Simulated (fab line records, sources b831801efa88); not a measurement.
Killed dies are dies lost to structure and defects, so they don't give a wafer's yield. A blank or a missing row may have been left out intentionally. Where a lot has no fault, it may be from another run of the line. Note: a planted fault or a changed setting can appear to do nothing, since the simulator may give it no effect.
Which tool did it? :: flow gf180mcu :: 18 wafers from 6 lots sampled at 2 of the route's 602 steps

== WHAT THE GAUGES READ, wafer by wafer ==
GF_NSD_CD_MEAS_07: target cd 400 nm.
lot: L434
measured: day 15 00:46
on: cd sem-01
cd nm (nm): 402.2 398.6 402.3

lot: L441
measured: day 17 19:50
on: cd sem-01
cd nm (nm): 402.6 402.4 402.5

lot: L444
measured: day 18 16:12
on: cd sem-02
cd nm (nm): 397.0 396.8 395.6

lot: L446
measured: day 19 06:58
on: cd sem-02
cd nm (nm): 394.5 394.7 394.6

lot: L449
measured: day 20 11:41
on: cd sem-02
cd nm (nm): 395.3 397.4 395.5

lot: L452
measured: day 21 12:35
on: cd sem-01
cd nm (nm): 398.6 400.3 399.4

== WHICH TOOL RAN EACH LOT (tool, then ch and the chambers of the sampled wafers, then the start) ==
lot: L434
GF_NSD_EXPOSE_04: iline stepper-01 ch 0, day 14 14:33

lot: L441
GF_NSD_EXPOSE_04: iline stepper-01 ch 0, day 17 08:28

lot: L444
GF_NSD_EXPOSE_04: iline stepper-01 ch 0, day 18 04:17

lot: L446
GF_NSD_EXPOSE_04: iline stepper-02 ch 0, day 18 18:52

lot: L449
GF_NSD_EXPOSE_04: iline stepper-01 ch 0, day 20 00:13

lot: L452
GF_NSD_EXPOSE_04: iline stepper-02 ch 0, day 21 01:03
- GF_NSD_EXPOSE_04: exposes mask Nplus, target cd 400 nm.

== THE ANSWER, worked out from the rows above alone ==
Rule: usual is defined by the lots themselves. Put in order of their means at a reading, lots are off if they are a third of the lots or fewer, leave a main group of 4 or more, and stand apart from it by a gap of 3 or more times the standard deviation of the main group's means; of several such gaps the widest counts. A main group is skipped when, at the precision printed for the reading in the tables above, its means are all equal. Also off: a lot with no number at a reading for which 4 or more lots have one. Where the step has rows for the other lots, those lots are counted as sound.
Across all readings shown, no lot is off: no conclusion can be drawn from this.

== WHAT THE SIMULATOR HAD INSERTED ==
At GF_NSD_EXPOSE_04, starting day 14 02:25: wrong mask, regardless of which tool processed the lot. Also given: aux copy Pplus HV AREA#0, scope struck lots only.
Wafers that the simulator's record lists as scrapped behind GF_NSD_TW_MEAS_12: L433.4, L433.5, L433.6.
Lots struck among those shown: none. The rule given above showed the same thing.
